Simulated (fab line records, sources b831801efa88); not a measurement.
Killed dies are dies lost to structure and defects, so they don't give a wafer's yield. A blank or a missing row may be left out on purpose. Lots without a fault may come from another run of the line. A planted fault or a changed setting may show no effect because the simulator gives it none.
fab line records | flow sky130
record lots=7 wafers=18 last_day=50
route steps=708 shown CONTACT@418 PAD_OPEN@708
lots that met no fault: from a run of the same line without faults
start_h: hours from the record's first day to the start of the lot's first wafer shown | wait_h: hours since the lot's step before | " the same as in the row above | L1.1+2: a row that stands for several wafers | - no value, or no start given | * or withheld: withheld | < > ~ a bound
route shown NAME@n: a module of which the file shows steps, and the number in the route of the first | usual: mean/standard deviation of fault-free wafers | same: alike in all rows | chamber/n: place in a boat | sites: the reading at each site | _std_site: their standard deviation | _edge_site: outer sites' mean less inner sites' | radius_mm: how far each site lies from the wafer's centre | mask NAME#n: copy n | behind: the tool/chamber that last shaped the wafer | hold: why the lot was held/for how many hours/how that ended | device: the transistor (n, p or np) that didn't switch | end of line: the same wafers' tests at the end of the route | a step without rows: its recipe alone | killed: dies lost to structure and defects at the first sort, not the wafer's yield | map: a wafer's dies, x killed, . not, _ none there
set.NAME: the setting as run; set.NAME@STEP: as run at that earlier step | model.NAME: the simulator's own value behind a step, which no gauge read
lots at some steps of the route; a table a step, a row a wafer
services: from which hour (start_h, from the record's first day; less than 0 if before it) a tool's chamber was out of use, for how many hours, and why
## steps
# step SKY_CONTACT_PEB_12
# recipe peb_temp_c=withheld peb_time_s=withheld resist=KrF-thick
# step SKY_CONTACT_DEVELOP_13
# recipe develop_time_s=60 resist=KrF-thick dev_temp_c=21
# step SKY_CONTACT_CD_MEAS_14
# recipe target_cd_nm=170
# usual cd_nm=169.9/1.4
# columns lot.wafer tool chamber start_h wait_h cd_nm
L634.2 cd_sem-01 - 702.02 - 169.1
L634.3 " - " " 170.5
L634.5 " - " " 170.2
L637.2 cd_sem-02 - 776.87 - 171.0
L637.3 " - " " 170.7
L637.6 " - " " 170.6
L647.1 cd_sem-01 - 876.35 - 169.7
L647.4 " - " " 170.1
L649.1 cd_sem-01 - 879.17 - 167.0
L649.2 " - " " 167.6
L646.2 cd_sem-02 - 880.77 - 170.2
L646.4 " - " " 170.3
L652.1 cd_sem-02 - 883.66 - 171.7
L652.4 " - " " 171.2
L652.6 " - " " 170.9
L654.2 cd_sem-01 - 897.84 - 169.2
L654.3 " - " " 168.6
L654.5 " - " " 168.5
# step SKY_CONTACT_OVL_MEAS_15
# usual CONTACT_OVL=-3/5.5
# columns lot.wafer tool chamber start_h wait_h CONTACT_OVL[nm]
L634.2 overlay-01 - 702.13 0.1 2
L634.3 " - " " -4
L634.5 " - " " -8
L637.2 overlay-01 - 776.98 0.1 3
L637.3 " - " " -1
L637.6 " - " " 0
L647.1 overlay-01 - 876.47 0.1 -2
L647.4 " - " " -4
L649.1 overlay-01 - 879.29 0.1 -1
L649.2 " - " " 3
L646.2 overlay-01 - 880.88 0.1 -5
L646.4 " - " " -5
L652.1 overlay-01 - 883.78 0.1 -5
L652.4 " - " " -10
L652.6 " - " " -5
L654.2 overlay-01 - 897.95 0.1 1
L654.3 " - " " 5
L654.5 " - " " 0
# step SKY_CONTACT_ETCH_16
# recipe chemistry=N2/H2 target=BARC ion_energy_ev=200 source_w=500 bias_w=100 pressure_mtorr=30 n2_flow_sccm=100 h2_flow_sccm=200 stop_on=SiO2 time_s=45.9 target_depth_a=600
# usual drypump_motor_current_A=5.8/0.46 oes_product_au=0.855/0.0044 throttle_valve_pct=13.224/0.0093
# columns lot.wafer tool chamber start_h wait_h drypump_motor_current_A oes_product_au rf_hours_counter_h throttle_valve_pct
L634.2 rie_diel-01 1 702.16 0.0 4.9 0.855 13 13.232
L634.3 " 3 " " 6.5 0.855 5 13.218
L634.5 " 1 " " 4.9 0.852 - 13.223
L637.2 rie_diel-02 1 777.01 0.0 6.2 0.864 12 13.231
L637.3 " 0 " " 5.1 0.860 7 13.239
L637.6 " 3 " " 5.9 0.850 - 13.226
L647.1 rie_diel-04 2 876.51 0.0 5.9 0.853 17 13.226
L647.4 " 1 " " 5.5 0.858 13 13.225
L649.1 rie_diel-02 0 879.33 0.0 5.1 0.856 10 13.224
L649.2 " 1 " " 6.3 0.859 15 13.215
L646.2 rie_diel-01 1 880.91 0.0 4.8 0.860 18 13.231
L646.4 " 0 " " 5.4 0.852 2 13.236
L652.1 rie_diel-02 2 883.81 0.0 5.6 0.854 26 13.234
L652.4 " 1 " " 6.3 0.853 15 13.234
L652.6 " 3 " " 5.9 0.859 - 13.222
L654.2 rie_diel-02 0 897.98 0.0 5.1 0.856 11 13.217
L654.3 " 2 " " 5.6 0.854 27 13.239
L654.5 " 1 " " 6.3 0.859 - 13.221
# step SKY_CONTACT_ETCH_17
# recipe target=SiO2 chemistry=C4F8/O2/Ar stop_on=Si3N4 mask_material=KrF-thick source_w=1500 bias_w=1200 pressure_mtorr=40 c4f8_flow_sccm=withheld O2_flow_sccm=6 Ar_flow_sccm=300 time_s=withheld target_depth_a=3400
# usual oes_product_au=0.892/0.0051
# columns lot.wafer tool chamber start_h wait_h oes_product_au
L634.2 rie_diel-01 1 702.20 0.0 0.897
L634.3 " 3 " " 0.896
L634.5 " 1 " " 0.901
L637.2 rie_diel-02 1 777.05 0.0 0.906
L637.3 " 0 " " 0.898
L637.6 " 3 " " 0.895
L647.1 rie_diel-04 2 876.55 0.0 0.883
L647.4 " 1 " " 0.889
L649.1 rie_diel-02 0 879.37 0.0 0.886
L649.2 " 1 " " 0.895
L646.2 rie_diel-01 1 880.95 0.0 0.896
L646.4 " 0 " " 0.897
L652.1 rie_diel-02 2 883.85 0.0 0.890
L652.4 " 1 " " 0.893
L652.6 " 3 " " 0.893
L654.2 rie_diel-02 0 898.02 0.0 0.891
L654.3 " 2 " " 0.883
L654.5 " 1 " " 0.890
# step SKY_CONTACT_ETCH_18
# recipe target=Si3N4 chemistry=CHF3/O2 stop_on=TiN source_w=600 bias_w=200 pressure_mtorr=40 chf3_flow_sccm=50 O2_flow_sccm=5 time_s=39 target_depth_a=750
# usual drypump_motor_current_A=5.8/0.45 oes_product_au=0.855/0.0064 throttle_valve_pct=8.793/0.009
# columns lot.wafer tool chamber start_h wait_h drypump_motor_current_A oes_product_au rf_hours_counter_h throttle_valve_pct
L634.2 rie_diel-01 1 - - 4.8 0.845 13 8.795
L634.3 " 3 " " 6.4 0.839 5 8.802
L634.5 " 1 " " 4.9 0.846 - 8.793
L637.2 rie_diel-02 1 - - 6.2 0.857 12 8.805
L637.3 " 0 " " 5.1 0.858 7 8.806
L637.6 " 3 " " 5.9 0.855 - 8.804
L647.1 rie_diel-04 2 - - 5.8 0.853 17 8.804
L647.4 " 1 " " 5.5 0.855 13 8.795
L649.1 rie_diel-02 0 - - 5.2 0.851 10 8.804
L649.2 " 1 " " 6.2 0.848 15 8.800
L646.2 rie_diel-01 1 - - 4.9 0.845 18 8.802
L646.4 " 0 " " 5.4 0.855 2 8.778
L652.1 rie_diel-02 2 - - 5.6 0.856 26 8.793
L652.4 " 1 " " 6.2 0.864 15 8.793
L652.6 " 3 " " 5.9 0.874 - 8.800
L654.2 rie_diel-02 0 - - 5.1 0.854 11 8.800
L654.3 " 2 " " 5.6 0.847 27 8.784
L654.5 " 1 " " 6.2 0.851 - 8.796
# step SKY_CONTACT_STRIP_19
# recipe chemistry=O2/N2 power_w=1400 pressure_mtorr=1500 platen_temp_c=withheld o2_flow_sccm=3000 n2_flow_sccm=300 overash_fraction=0.5
# usual drypump_motor_current_A=5.6/0.37 oes_product_au=0.381/0.0048 strip_time_to_endpoint_s=3.619/0.026
# columns lot.wafer tool chamber start_h wait_h drypump_motor_current_A oes_product_au rf_hours_counter_h strip_time_to_endpoint_s
L634.2 plasma_asher-04 1 702.29 - 5.1 0.385 27 3.613
L634.3 " 0 " " 6.3 0.377 - 3.588
L634.5 " 1 " " 5.1 0.377 - 3.604
L637.2 plasma_asher-03 1 777.14 - 5.3 0.384 62 3.632
L637.3 " 1 " " 5.3 0.380 - 3.639
L637.6 " 1 " " 5.3 0.384 - 3.642
L647.1 plasma_asher-03 0 876.64 - 5.8 0.381 73 3.607
L647.4 " 1 " " 5.3 0.386 - 3.634
L649.1 plasma_asher-04 1 879.46 - 5.1 0.379 43 3.650
L649.2 " 0 " " 6.3 0.382 43 3.657
L646.2 plasma_asher-01 1 881.04 - 5.9 0.384 14 3.634
L646.4 " 1 " " 5.9 0.379 - 3.609
L652.1 plasma_asher-03 0 883.94 - 5.7 0.382 73 3.648
L652.4 " 0 " " 5.7 0.386 - 3.614
L652.6 " 0 " " 5.8 0.381 - 3.610
L654.2 plasma_asher-03 1 898.11 - 5.3 0.378 75 3.666
L654.3 " 0 " " 5.7 0.383 - 3.661
L654.5 " 0 " " 5.7 0.387 - 3.644
# step SKY_CONTACT_STRIP_20
# recipe chemistry=post_etch_residue_remover time_s=1200 temp_c=72.5
# step SKY_CONTACT_CLEAN_21
# recipe chemistry=IPA time_s=180 temp_c=25
# step SKY_CONTACT_CLEAN_22
# recipe chemistry=O3/DIW dry=n2_spin
# step SKY_CONTACT_SPUTTER_23
# recipe material=TiN target_thk_nm=20 chamber_pressure_pa=5 power_w=4000 time_s=80
# usual throttle_valve_pct=30.0/1.1
# columns lot.wafer tool chamber start_h wait_h throttle_valve_pct
L634.2 pvd_sputter-02 - 702.93 0.0 30.2
L634.3 " - " " 31.3
L634.5 " - " " 29.3
L637.2 pvd_sputter-03 - 777.78 0.0 30.8
L637.3 " - " " 29.2
L637.6 " - " " 30.9
L647.1 pvd_sputter-03 - 877.23 0.0 29.0
L647.4 " - " " 29.8
L649.1 pvd_sputter-01 - 880.05 0.0 32.7
L649.2 " - " " 30.2
L646.2 pvd_sputter-01 - 881.85 0.0 28.7
L646.4 " - " " 30.1
L652.1 pvd_sputter-02 - 884.82 0.0 31.7
L652.4 " - " " 28.5
L652.6 " - " " 30.2
L654.2 pvd_sputter-02 - 898.70 0.0 31.6
L654.3 " - " " 28.4
L654.5 " - " " 31.5
# step SKY_CONTACT_CVD_24
# recipe material=W target_thk_nm=340 time_s=102.12 temp_c=400 pressure_torr=40
# usual chamber_pressure_Torr=40.01/0.089 heater_power_outer_w=508/43 heater_power_w=819/73
# columns lot.wafer tool chamber start_h wait_h chamber_pressure_Torr heater_power_outer_w heater_power_w model.W_of_CONTACT_CVD_24.thk_nm
L634.2 cvd_w-01 1 702.99 0.0 39.87 463 764 337
L634.3 " 1 " " 39.93 464 755 336.7
L634.5 " 0 " " 39.95 484 771 335.6
L637.2 cvd_w-01 0 777.84 0.0 39.99 470 802 346.3
L637.3 " 1 " " 40.04 478 789 341.5
L637.6 " 1 " " 39.95 465 767 337.8
L647.1 cvd_w-01 0 877.30 0.0 40.01 470 801 363.9
L647.4 " 1 " " 39.96 463 768 340.6
L649.1 cvd_w-01 0 880.11 0.0 40.06 482 772 365.9
L649.2 " 1 " " 40.01 480 774 361.2
L646.2 cvd_w-01 1 881.91 0.0 40.15 472 786 360.7
L646.4 " 0 " " 40.09 494 794 334.6
L652.1 cvd_w-02 0 884.93 0.1 39.88 592 933 338.1
L652.4 " 0 " " 39.91 598 945 336.9
L652.6 " 1 " " 40.04 536 805 339.1
L654.2 cvd_w-02 0 898.76 0.0 40.02 562 950 349.2
L654.3 " 0 " " 39.92 580 961 342.6
L654.5 " 0 " " 40.01 589 944 348
# step SKY_CONTACT_RS_MEAS_25
# recipe thk_meas_gauge=four-point-probe reads=W_of_CONTACT_CVD_24+TiN_of_CONTACT_SPUTTER_23
# usual CONTACT_W_RS=0.337/0.0034
# columns lot.wafer tool chamber start_h wait_h CONTACT_W_RS[ohm/sq]
L634.2 film_metro-04 - 703.12 0.1 0.341
L634.3 " - " " 0.342
L634.5 " - " " 0.343
L637.2 film_metro-04 - 777.97 0.1 0.331
L637.3 " - " " 0.336
L637.6 " - " " 0.341
L647.1 film_metro-04 - 877.41 0.1 0.316
L647.4 " - " " 0.338
L649.1 film_metro-03 - 880.22 0.1 0.314
L649.2 " - " " 0.317
L646.2 film_metro-04 - 882.04 0.1 0.319
L646.4 " - " " 0.344
L652.1 film_metro-01 - 885.11 0.1 0.340
L652.4 " - " " 0.341
L652.6 " - " " 0.339
L654.2 film_metro-04 - 898.89 0.1 0.329
L654.3 " - " " 0.336
L654.5 " - " " 0.330
# step SKY_CONTACT_THK_MEAS_26
# recipe thk_meas_gauge=xrf reads=W_of_CONTACT_CVD_24
# usual CONTACT_W_THK=346/4.5
# columns lot.wafer tool chamber start_h wait_h CONTACT_W_THK[nm]
L634.2 film_metro-04 - 703.23 0.1 345
L634.3 " - " " 344
L634.5 " - " " 342
L637.2 film_metro-04 - 778.08 0.1 352
L637.3 " - " " 346
L637.6 " - " " 344
L647.1 film_metro-04 - 877.53 0.1 376
L647.4 " - " " 350
L649.1 film_metro-03 - 880.34 0.1 374
L649.2 " - " " 364
L646.2 film_metro-04 - 882.15 0.1 370
L646.4 " - " " 344
L652.1 film_metro-01 - 885.23 0.1 345
L652.4 " - " " 341
L652.6 " - " " 345
L654.2 film_metro-04 - 899.00 0.1 357
L654.3 " - " " 351
L654.5 " - " " 355
# step SKY_CONTACT_CMP_27
# recipe stop_on=SiO2 t_overpolish_s=15 down_force_psi=3.5 platen_rpm=60 target_thk_nm=0 pad_velocity_m_s=0.94248
# step SKY_PAD_OPEN_PROBE_99
# usual killed_at_M0_to_M3=43/6.6 killed_at_M4_up=3.2/1.8 killed_at_contacts=24/5 killed_at_front_end=15/4.5 killed_at_other=0.2/0.46 killed_dies=86/8.8 killed_open=48/6.6 killed_short=38/6.1
# same gross_dies=492 killed_at_back_side=0
# columns lot.wafer tool chamber start_h wait_h killed_at_M0_to_M3 killed_at_M4_up killed_at_contacts killed_at_front_end killed_at_other killed_dies killed_open killed_short
L637.2 prober-01 - 1106.09 0.1 37 3 27 11 0 78 43 35
L637.3 prober-01 - 1106.14 0.2 42 2 16 18 0 78 39 39
L637.6 prober-01 - 1106.29 0.2 47 0 28 12 0 87 44 43
L647.1 prober-01 - 1178.48 0.1 50 3 19 20 0 92 45 47
L647.4 prober-01 - 1178.63 0.2 41 3 20 15 0 79 49 30
L649.1 prober-01 - 1181.58 0.1 44 1 17 17 0 79 39 40
L646.2 prober-02 - 1182.66 0.1 38 3 28 15 0 84 49 35
L646.4 prober-02 - 1182.76 0.2 33 4 27 17 2 83 51 32
L652.1 prober-01 - 1185.81 0.1 53 3 22 11 1 90 55 35
L652.4 prober-01 - 1185.96 0.2 38 2 23 16 0 79 44 35
L652.6 prober-01 - 1186.06 0.2 55 0 26 15 0 96 60 36
L654.2 prober-01 - 1194.74 0.1 48 3 20 19 0 90 44 46
L654.3 prober-01 - 1194.79 0.2 43 4 21 24 0 92 52 40
L654.5 prober-01 - 1194.89 0.2 43 3 17 14 0 77 47 30
# killed by level:class
L637.2 CONTACT:geometric_particle:open=9 VIA1:geometric_particle:open=9 LI_CONTACT:geometric_particle:open=8 METAL2:geometric_particle:short=5 VIA2:geometric_particle:short=5 VIA2:geometric_particle:open=5 METAL1:geometric_particle:short=4 POLY_GATE:geometric_particle:short=3
L637.3 VIA1:geometric_particle:open=8 VIA1:geometric_particle:short=6 VIA3:geometric_particle:open=6 FIELD_ISO:geometric_particle:open=5 VIA3:geometric_particle:short=5 LI_CONTACT:geometric_particle:open=4 CONTACT:geometric_particle:open=4 METAL1:geometric_particle:short=4
L637.6 VIA1:geometric_particle:open=15 VIA1:geometric_particle:short=11 CONTACT:geometric_particle:open=10 VIA2:geometric_particle:open=9 LI_CONTACT:geometric_particle:short=5 LI_CONTACT:geometric_particle:open=5 LOCAL_INTERCONNECT:geometric_particle:short=5 FIELD_ISO:geometric_particle:short=4
L647.1 LI_CONTACT:geometric_particle:open=9 FIELD_ISO:geometric_particle:short=7 METAL2:geometric_particle:short=7 VIA3:geometric_particle:open=7 VIA1:geometric_particle:open=6 FIELD_ISO:geometric_particle:open=5 METAL3:geometric_particle:short=5 CONTACT:geometric_particle:open=5
L647.4 VIA3:geometric_particle:open=9 VIA2:geometric_particle:open=7 CONTACT:geometric_particle:open=7 LI_CONTACT:geometric_particle:open=6 POLY_GATE:geometric_particle:open=4 POLY_GATE:geometric_particle:short=4 METAL1:geometric_particle:open=4 METAL1:geometric_particle:short=4
L649.1 CONTACT:geometric_particle:open=9 METAL1:geometric_particle:short=8 METAL2:geometric_particle:short=8 VIA1:geometric_particle:open=6 VIA2:geometric_particle:open=6 FIELD_ISO:geometric_particle:open=4 VIA1:geometric_particle:short=4 METAL3:geometric_particle:short=4
L646.2 CONTACT:geometric_particle:open=10 VIA1:geometric_particle:open=10 METAL1:geometric_particle:short=8 LI_CONTACT:geometric_particle:open=7 VIA2:geometric_particle:open=7 LOCAL_INTERCONNECT:geometric_particle:short=6 METAL2:geometric_particle:short=5 FIELD_ISO:geometric_particle:open=3
L646.4 LI_CONTACT:geometric_particle:open=9 CONTACT:geometric_particle:open=9 VIA1:geometric_particle:open=8 VIA2:geometric_particle:open=8 FIELD_ISO:geometric_particle:open=5 METAL2:geometric_particle:short=4 METAL1:geometric_particle:short=4 CONTACT:geometric_particle:short=4
L652.1 VIA1:geometric_particle:open=14 CONTACT:geometric_particle:open=11 VIA2:geometric_particle:open=7 VIA3:geometric_particle:open=5 METAL1:geometric_particle:short=4 VIA3:geometric_particle:short=4 VIA1:geometric_particle:short=4 METAL2:geometric_particle:short=4
L652.4 VIA1:geometric_particle:open=12 CONTACT:geometric_particle:open=7 FIELD_ISO:geometric_particle:short=6 VIA2:geometric_particle:open=6 VIA3:geometric_particle:open=6 LOCAL_INTERCONNECT:geometric_particle:short=5 POLY_GATE:geometric_particle:short=4 LI_CONTACT:geometric_particle:open=4
L652.6 VIA1:geometric_particle:open=13 CONTACT:geometric_particle:open=12 VIA3:geometric_particle:open=12 VIA2:geometric_particle:open=11 CONTACT:geometric_particle:short=7 METAL1:geometric_particle:short=6 FIELD_ISO:geometric_particle:open=5 FIELD_ISO:geometric_particle:short=4
L654.2 VIA1:geometric_particle:open=9 CONTACT:geometric_particle:open=8 VIA2:geometric_particle:open=7 METAL1:geometric_particle:short=6 VIA3:geometric_particle:open=6 FIELD_ISO:geometric_particle:short=5 CONTACT:geometric_particle:short=5 VIA1:geometric_particle:short=5
L654.3 CONTACT:geometric_particle:open=12 VIA1:geometric_particle:short=9 VIA1:geometric_particle:open=9 FIELD_ISO:geometric_particle:open=7 VIA2:geometric_particle:open=7 FIELD_ISO:geometric_particle:short=6 VIA3:geometric_particle:open=5 METAL1:geometric_particle:short=5
L654.5 VIA1:geometric_particle:open=15 CONTACT:geometric_particle:open=7 METAL1:geometric_particle:short=5 VIA2:geometric_particle:open=5 METAL2:geometric_particle:short=4 VIA3:geometric_particle:open=4 VIA3:geometric_particle:short=4 POLY_GATE:geometric_particle:short=3
## services
# columns tool chamber start_h hours kind
cvd_w-01 - 686.83 3.6 repair
rie_diel-02 - 692.77 28.1 pm
cvd_w-02 0 700.86 2.5 repair
rie_diel-04 1 703.10 1.3 repair
pvd_sputter-03 - 703.56 6.3 repair
rie_diel-04 - 718.12 1.0 repair
cvd_w-02 - 721.43 3.8 pm
plasma_asher-01 - 733.75 9.0 pm
rie_diel-01 0 743.21 4.5 repair
rie_diel-01 2 750.39 1.8 repair
rie_diel-02 - 768.15 0.4 repair
rie_diel-01 0 779.62 - clean
cvd_w-02 1 781.26 3.2 repair
pvd_sputter-02 - 798.59 4.2 repair
rie_diel-04 2 801.32 11.2 repair
pvd_sputter-01 - 808.68 3.4 repair
rie_diel-04 1 810.29 6.7 repair
rie_diel-04 1 819.86 10.0 repair
pvd_sputter-01 - 828.97 0.7 repair
plasma_asher-04 - 835.60 14.6 pm
rie_diel-01 - 843.42 14.6 pm
cvd_w-02 0 867.46 11.8 repair
plasma_asher-01 - 874.03 6.4 pm
plasma_asher-03 - 886.89 0.4 repair
## key
first_sign step=SKY_CONTACT_RS_MEAS_25 reading=CONTACT_W_RS direction=down sigmas=6.1 usual=0.337 struck=0.317
effect step=SKY_CONTACT_THK_MEAS_26 reading=CONTACT_W_THK direction=up sigmas=5.4 usual=346 struck=371
model_effect step=SKY_CONTACT_CVD_24 value=W_of_CONTACT_CVD_24.thk_nm without=339.9 struck=362.9
met_at SKY_CONTACT_CVD_24
struck_wafers L646.2,L647.1,L649.1,L649.2
tester_left_out L646,L647,L649
onset_between 777.84 877.30
fault kind=process_parameter_drift tool=cvd_w-01 chamber=- onset_h=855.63 steps=SKY_CONTACT_CVD_24 channel=target_thk_nm offset=22.999 shape=step end_h=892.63 scope=struck_wafers_only acts_in=these_recipes_only stated=340
# tester_left_out: of these lots the tester's yield and bins aren't shown, on N5 and GAA mostly nor the transistor test; their killed dies are dies lost to structure and defects alone, not to doping, threshold or leakage, so they don't give the yield
